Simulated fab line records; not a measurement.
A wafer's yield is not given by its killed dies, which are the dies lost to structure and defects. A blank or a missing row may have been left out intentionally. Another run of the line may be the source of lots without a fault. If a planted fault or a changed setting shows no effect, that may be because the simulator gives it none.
Problem report, 8D (eight disciplines) form, completed by code || flow gf180mcu || the parts of the form that need people (team, actions taken, sign-off) are left out

1. WHAT WENT WRONG
Mean V2_W_RS at GF_V2_RS_MEAS_24: 0.267 ohm/sq over 6 wafers in 2 lots; fault-free wafers: 0.324 ohm/sq, standard deviation 0.0044. That is -13 standard deviations from the usual mean.
The step: measures by four-point-probe.
First observed at day 26 03:56: wafer L813.1, on film_metro-01. Wafers with a number at this step in the record: 30, from 10 lots. Rule for "out" (also "out of limits"): further than 4 standard deviations from the usual mean. All remaining wafers that have a number are taken as sound.

2. WHAT THIS IS AND IS NOT
{"question": "which readings at this step", "is": "V2_W_RS", "is not": "-"}
{"question": "which lots", "is": "L813, L815", "is not": "L799, L802, L803, L805, L807, L818, L819, L820"}
{"question": "which wafers of those lots", "is": "all that have a number", "is not": "-"}
{"question": "read on which gauges", "is": "film_metro-01, film_metro-04", "is not": "film_metro-03"}
{"question": "when", "is": "from day 26 03:56", "is not": "up to then (15 sound wafers); but 9 sound wafers of L818, L819, L820 came after"}

3. SUSPECTS, AND WHAT RULES EACH OUT
Counting: a tool at a process step up to the reading stays a suspect if it ran every lot that is out and no sound lot after the first of them.
- the gauge at GF_V2_RS_MEAS_24 is ruled out. 2 gauges (film_metro-01, film_metro-04) read the wafers that are out.
- cmp-02 at GF_V1_CMP_26 (polishes, stops on SiO2, t overpolish 15 s, target thk 0 nm): ruled out as a lasting fault. The sound lots L818 went through it after L813, its earliest lot that is out (day 24 05:35).
- pecvd-02 at GF_V2_CVD_02 (deposits SiO2 from TEOS, target thk 850 nm, time 94.851 s): ruled out as a lasting fault. The sound lots L818 went through it after L813, its earliest lot that is out (day 25 04:53).
- cvd_w-02 at GF_V2_CVD_23 (deposits W, target thk 350 nm, time 104.94 s): kept. All lots that are out passed through it, beginning with L813 at day 26 03:50, and no sound lot followed; its final sound lot before that point was L807 at day 24 03:13. Its own susceptor_temp_C readings are out on those wafers.
The count leaves cvd_w-02 at GF_V2_CVD_23.

4. THE CAUSE (what the simulator had put in)
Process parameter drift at GF_V2_CVD_23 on cvd_w-02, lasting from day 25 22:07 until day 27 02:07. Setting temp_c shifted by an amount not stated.
This tool alone remained once counting was done.

5. THE EFFECT CHAIN, in route order
Each row: a reading whose mean over the struck wafers that have a number lies more than 3 standard deviations from the usual. Only readings whose record carries a usual standard deviation are examined. hours: median over the lots of the time between each lot's start at the first step of this table that gives one and its start at this step. sigmas: the change, counted in usual standard deviations.
{"hours": 0, "step": "GF_V2_CVD_23", "reading": "susceptor_temp_C", "usual": "400.03 C", "on struck wafers": 411.24, "change": "+11.21", "sigmas": "+56"}
{"hours": 0, "step": "GF_V2_RS_MEAS_24", "reading": "V2_W_RS", "usual": "0.324 ohm/sq", "on struck wafers": 0.267, "change": -0.057, "sigmas": -13}
{"hours": 0, "step": "GF_V2_THK_MEAS_25", "reading": "V2_W_THK", "usual": "351 nm", "on struck wafers": 422, "change": "+72", "sigmas": "+13"}
{"hours": 0, "step": "GF_V2_CMP_26", "reading": "time_to_endpoint_s", "usual": "86 s", "on struck wafers": 104, "change": "+18", "sigmas": "+5.3"}
Here are the process steps it includes:
- GF_V2_CVD_23: deposits W, target thk 350 nm, time 104.94 s.
- GF_V2_CMP_26: polishes, stops on SiO2, t overpolish 15 s, target thk 0 nm.

6. HOW IT WOULD HAVE BEEN CAUGHT EARLIER
Counted from the fault's start at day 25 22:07, it took 6 hours until the first out-of-limits reading at a measuring or inspecting step in this record, taken at day 26 03:56.
Tool's own readings at GF_V2_CVD_23, susceptor_temp_C: out on all struck wafers the step has rows for; an alarm limit on them would have tripped on the first.
Among the 2 lots that are out, L815 began GF_V2_CVD_23 on cvd_w-02 after day 26 03:56. Holding the tool at that time would have saved it.
